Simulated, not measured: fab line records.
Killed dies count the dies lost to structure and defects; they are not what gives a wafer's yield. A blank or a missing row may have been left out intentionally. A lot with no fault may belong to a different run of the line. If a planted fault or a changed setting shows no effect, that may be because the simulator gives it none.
Comparing a struck lot with a sound one :: flow sky130 :: 15 steps out of a route of 708
Sound: the wafers L793.2, L793.4, L793.6. Wafers struck: L784.2, L784.3, L784.6. The cause is given at the end.
At each step with rows: each side's tool, then ch and its chambers, then its first start. Under that, the readings that differ: sound wafers :: struck wafers :: difference of the means :: sigmas: that difference in standard deviations of wafers without a fault.
alike: readings whose means differ by less than 2 such deviations, and words and numbers that are the same on both sides. not compared: withheld readings, readings that some wafer has no value for, bounds like >300 that may hide the same value, and numbers for which the record gives no deviation and whose values overlap.
A row with sigmas, a row that says differs or no value, or rows on one side alone: a step with any of these is where the two part. Non-overlapping numbers with no deviation appear without sigmas and do not part them. Lack of a reading on every wafer of one side parts them only where that side has two or more wafers.

SKY_METAL1_DESCUM_17: chemistry O2, time 8 s.
  sound on rie-metal-03 ch 0,1, day 39 15:40; struck on rie-metal-03 ch 0, day 36 12:25
  alike: drypump-motor-current-A, oes-product-au
  not compared: rf-hours-counter-h
SKY_METAL1_ETCH_18: etches BARC in N2/H2, stops on SiO2, time 45.9 s, target depth 60 nm.
  sound on rie-metal-03 ch 0,1, day 39 15:41; struck on rie-metal-03 ch 0, day 36 12:26
  alike: drypump-motor-current-A, h2-flow-sccm, oes-product-au, throttle-valve-pct
  not compared: rf-hours-counter-h
SKY_METAL1_METAL_ETCH_19: etches the open film in Cl2/BCl3, stops on SiO2, target depth 360 nm, time 78 s.
  sound on rie-metal-03 ch 0,1, day 39 15:46; struck on rie-metal-03 ch 0, day 36 12:31
  alike: drypump-motor-current-A, oes-product-au, throttle-valve-pct
  not compared: rf-hours-counter-h
SKY_METAL1_STRIP_20: strips in O2/N2.
  sound on plasma-asher-04 ch 0,1, day 39 15:51; struck on plasma-asher-04 ch 0,1, day 36 12:36
  alike: drypump-motor-current-A, o2-flow-sccm, oes-product-au, strip-time-to-endpoint-s
  not compared: rf-hours-counter-h
then, 4 steps without rows for these wafers: SKY_METAL1_STRIP_21 (strips in post etch residue remover, time 1200 s); SKY_METAL1_CLEAN_22 (cleans in IPA, time 180 s); SKY_METAL1_CLEAN_23 (cleans in O3/DIW); SKY_VIA1_HDPCVD_00 (deposits SiO2, target thk 1030 nm, time 171.7 s).
SKY_VIA1_THK_MEAS_01:
  struck on film-metro-01, day 36 13:21; sound on film-metro-02, day 39 16:35
  alike: VIA1_HDPCVD_THK
SKY_VIA1_CMP_02: polishes SiO2.
  sound on cmp-01 ch 0,1, day 39 16:38; struck on cmp-01 ch 0,1,2, day 36 13:30
  alike: motor-current-A, retaining-ring-pressure-frac
SKY_VIA1_BOW_MEAS_03:
  struck on film-metro-01, day 36 13:43; sound on film-metro-02, day 39 16:58
  alike: VIA1_BOW
then, 1 step without rows for these wafers: SKY_VIA1_DEHYDRATE_04 (time 60 s).
SKY_VIA1_HMDS_05: prime time 60 s.
  sound on litho-track-04 ch 0, day 40 04:08; struck on litho-track-03 ch 0, day 37 02:10
reading: prime-temp-c (C)
sound: 119.95 120.21 120.12
struck: 126.26 126.06 126.16
difference: +6.07
sigmas: +51
then, 1 step without rows for these wafers: SKY_VIA1_COAT_06 (resist thk 60 nm).
-- the record jumps here: 12 days lie between the struck wafers' starts before and after (it left off in module VIA1 and takes up again in module PAD_OPEN, whose first step shown is number 708 of the route) --
SKY_PAD_OPEN_PROBE_99:
  struck on prober-02, day 48 16:58; sound on prober-02, day 50 19:10
  alike: defect-limited-yield, killed_at_M0_to_M3, killed_at_M4_up, killed-at-contacts, killed-at-front-end, killed-at-other, killed-dies, killed-open, killed-short, sort_bin_3_pad_short, sort_bin_5_function, sort_bin_6_memory, sort-n-pass, sort-yield-pct

== WHERE THEY PART ==
Only at SKY_VIA1_HMDS_05, within this record. Later steps at which nothing parts them and some readings are alike: SKY_PAD_OPEN_PROBE_99.

WHY: whatever the simulator had introduced
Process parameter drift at SKY_VIA1_HMDS_05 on litho-track-03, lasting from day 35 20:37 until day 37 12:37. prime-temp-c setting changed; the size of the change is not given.
